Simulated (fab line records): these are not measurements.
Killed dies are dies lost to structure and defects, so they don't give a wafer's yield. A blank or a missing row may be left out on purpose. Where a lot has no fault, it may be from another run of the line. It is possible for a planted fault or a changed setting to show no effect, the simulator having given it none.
2 desks looking at one fault | flow gf180mcu | numbers are kept per desk, each desk with only its own; the story behind them comes last

## TOOL OWNER'S DESK, rie-metal-04
The tool's own readings at GF_M5_METAL_ETCH_10 (etches the open film in Cl2/BCl3, stops on SiO2, target depth 627.5 nm, time 104.6 s): means of the sampled wafers that have a number, for each lot that ran on this tool. Any lot whose mean is over 4 standard deviations away from the usual mean is out of limits and marked OUT; that distance is given in the brackets.
Columns: A = drypump-motor-current-A at GF_M5_METAL_ETCH_10, usual 5.96 A; B = oes-product-au at GF_M5_METAL_ETCH_10, usual 0.974 a.u.; C = run-length-s at GF_M5_METAL_ETCH_10, usual 132.9 s; D = throttle-valve-pct at GF_M5_METAL_ETCH_10, usual 28.248 %
lot  | first seen here | A    | B                | C               | D
L566 | day 27 04:25    | 5.49 | 0.974            | 132.4           | 28.252
L573 | day 29 05:40    | 6.10 | 0.978            | 132.4           | 28.250
L579 | day 30 21:25    | 5.79 | 0.938 (-6.4) OUT | 138.8 (+16) OUT | 28.292 (+4.6) OUT
L581 | day 31 09:16    | 5.79 | 0.948 (-4.7) OUT | 138.9 (+16) OUT | 28.277
Finding of this desk: L579, L581 out of limits; the first was L579 at day 30 21:25, on oes-product-au at GF_M5_METAL_ETCH_10. L566, L573 stayed within limits.

## METROLOGY DESK
What the gauges read for every lot (on any tool): the sampled wafers with a number, averaged. Any lot whose mean is over 4 standard deviations away from the usual mean is out of limits and marked OUT; that distance is given in the brackets.
Columns: A = V4_CVD_00_THK at GF_V4_THK_MEAS_01, usual 597 nm; B = V5_CVD_00_THK at GF_V5_THK_MEAS_01, usual 299.2 nm
lot  | first seen here | A   | B
L564 | day 23 15:08    | 591 | 297.2
L565 | day 24 00:19    | 588 | 300.2
L566 | day 24 08:10    | 599 | 293.3
L567 | day 24 13:12    | 597 | 298.1
L569 | day 25 02:13    | 598 | 296.4
L573 | day 26 12:52    | 596 | 299.3
L574 | day 26 18:07    | 603 | 297.7
L579 | day 28 10:13    | 602 | 299.5
L581 | day 28 23:30    | 596 | 300.3
L586 | day 30 04:17    | 591 | 301.5
L587 | day 30 12:40    | 601 | 300.7
This desk found nothing out of limits on any of the 11 lots.

## BROUGHT TOGETHER
The tool owner's desk had the chance to raise an alarm at day 30 21:25 on L579, L581.
From the metrology desk's view, nothing was out of limits.
The metrology desk holds a record of L579, L581, inside its limits.
Every lot named ran GF_M5_METAL_ETCH_10 on rie-metal-04.

## WHAT THE SIMULATOR HAD PUT IN
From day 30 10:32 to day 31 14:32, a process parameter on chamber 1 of rie-metal-04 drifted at GF_M5_METAL_ETCH_10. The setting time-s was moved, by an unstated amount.
Shown lots that were struck: L579, L581.
How many hours passed from the start of the fault until each desk's first out-of-limits reading: the tool owner's desk, 11.
